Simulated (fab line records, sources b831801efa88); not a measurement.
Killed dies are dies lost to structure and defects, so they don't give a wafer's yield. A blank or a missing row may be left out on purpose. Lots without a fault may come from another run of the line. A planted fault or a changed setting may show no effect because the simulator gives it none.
One fault seen from 2 desks | flow gf180mcu | each desk has only its own numbers; what lay behind them comes last

THE TOOL OWNER'S DESK: litho_track-04
The tool's own readings at GF_MVPSD_COAT_02 (resist thk 3000 nm): means of the sampled wafers that have a number, for each lot that ran on this tool. A lot is out of limits, marked OUT, if its mean lies more than 4 standard deviations from the usual mean; the brackets give that distance.
Columns: A = spin_speed_rpm at GF_MVPSD_COAT_02, usual 2000.0 rpm
lot  | first seen here | A
L491 | day 4 23:38     | 1999.2
L494 | day 5 15:14     | 1999.3
L495 | day 6 03:02     | 2000.5
L499 | day 6 23:41     | 1999.1
L503 | day 7 21:55     | 2000.6
This desk's finding: nothing out of limits on any of the 5 lots.

THE METROLOGY DESK
What the gauges read, lot by lot, whatever tool the lot ran on: means of the sampled wafers that have a number. A lot is out of limits, marked OUT, if its mean lies more than 4 standard deviations from the usual mean; the brackets give that distance.
Columns: A = VT_IMPLANT_01_OVL at GF_VT_IMPLANT_OVL_MEAS_18, usual -0.3 nm
lot  | first seen here | A
L491 | day 6 12:52     | 0.5
L494 | day 7 04:43     | 0.2
L495 | day 7 19:08     | 1.2
L499 | day 8 16:08     | -1.4
L501 | day 9 06:22     | -0.3
L503 | day 9 16:14     | -0.0
L504 | day 9 22:31     | -0.9
L506 | day 10 14:49    | -0.1
L505 | day 10 15:46    | 0.5
L508 | day 10 21:56    | 0.2
L511 | day 11 22:07    | 0.1
L512 | day 12 03:16    | 0.3
This desk's finding: nothing out of limits on any of the 12 lots.

PUT TOGETHER
The tool owner's desk saw nothing out of limits.
The metrology desk saw nothing out of limits.

WHAT THE SIMULATOR HAD PUT IN
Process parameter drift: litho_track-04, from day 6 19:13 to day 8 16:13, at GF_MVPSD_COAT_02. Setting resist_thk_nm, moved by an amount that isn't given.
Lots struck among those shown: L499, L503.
